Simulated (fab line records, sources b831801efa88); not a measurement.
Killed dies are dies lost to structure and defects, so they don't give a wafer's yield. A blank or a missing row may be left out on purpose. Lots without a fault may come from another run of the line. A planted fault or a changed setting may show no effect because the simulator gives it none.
Which tool did it? | flow gf180mcu | 7 lots, 21 wafers sampled, at 3 steps of a route of 602

WHAT THE GAUGES READ, wafer by wafer
GF_M2_CD_MEAS_14: target cd 280 nm.
lot  | measured     | on        | cd_nm (nm)
L348 | day 20 06:11 | cd_sem-01 | 280.1 280.8 281.7
L352 | day 21 10:53 | cd_sem-02 | 279.2 279.8 279.9
L354 | day 22 05:04 | cd_sem-01 | 279.6 279.0 279.4
L358 | day 23 13:52 | cd_sem-01 | 279.4 278.2 279.5
L364 | day 25 14:46 | cd_sem-01 | 280.1 280.3 278.9
L367 | day 26 11:58 | cd_sem-01 | 277.5 277.6 277.7
L369 | day 26 22:56 | cd_sem-02 | 276.8 277.7 278.0

WHICH TOOL RAN EACH LOT (tool, then ch and the chambers of the sampled wafers, then the start)
lot  | GF_VT_IMPLANT_STRIP_31               | GF_M2_SPUTTER_01
L348 | plasma_asher-02 ch 0,1, day 7 12:43  | pvd_sputter-04, day 19 06:02
L352 | plasma_asher-01 ch 0,1, day 8 11:08  | pvd_sputter-03, day 20 10:58
L354 | plasma_asher-02 ch 0,1, day 9 00:50  | pvd_sputter-03, day 21 05:16
L358 | plasma_asher-02 ch 1, day 10 01:35   | pvd_sputter-03, day 22 14:55
L364 | plasma_asher-04 ch 0,1, day 11 17:13 | pvd_sputter-03, day 24 17:18
L367 | plasma_asher-01 ch 0, day 12 12:59   | pvd_sputter-04, day 25 14:38
L369 | plasma_asher-04 ch 0,1, day 13 02:38 | pvd_sputter-02, day 26 01:41
- GF_VT_IMPLANT_STRIP_31: strips in O2/N2.
- GF_M2_SPUTTER_01: material TiN, target thk 30 nm, time 25 s.

THE ANSWER, worked out from the rows above alone
Rule: what is usual is taken from the lots themselves. Put in order of their means at a reading, lots are off if they are a third of the lots or fewer, leave a main group of 4 or more, and stand apart from it by a gap of 3 or more times the standard deviation of the main group's means; of several such gaps the widest counts. A main group whose means are all the same, to the digits that the tables above print for the reading, isn't used. A lot without any number at a reading at which 4 lots or more have one is off too. The other lots that the step has rows for count as sound.
No lot is off at any reading shown: from this, nothing can be told.

WHAT THE SIMULATOR HAD PUT IN
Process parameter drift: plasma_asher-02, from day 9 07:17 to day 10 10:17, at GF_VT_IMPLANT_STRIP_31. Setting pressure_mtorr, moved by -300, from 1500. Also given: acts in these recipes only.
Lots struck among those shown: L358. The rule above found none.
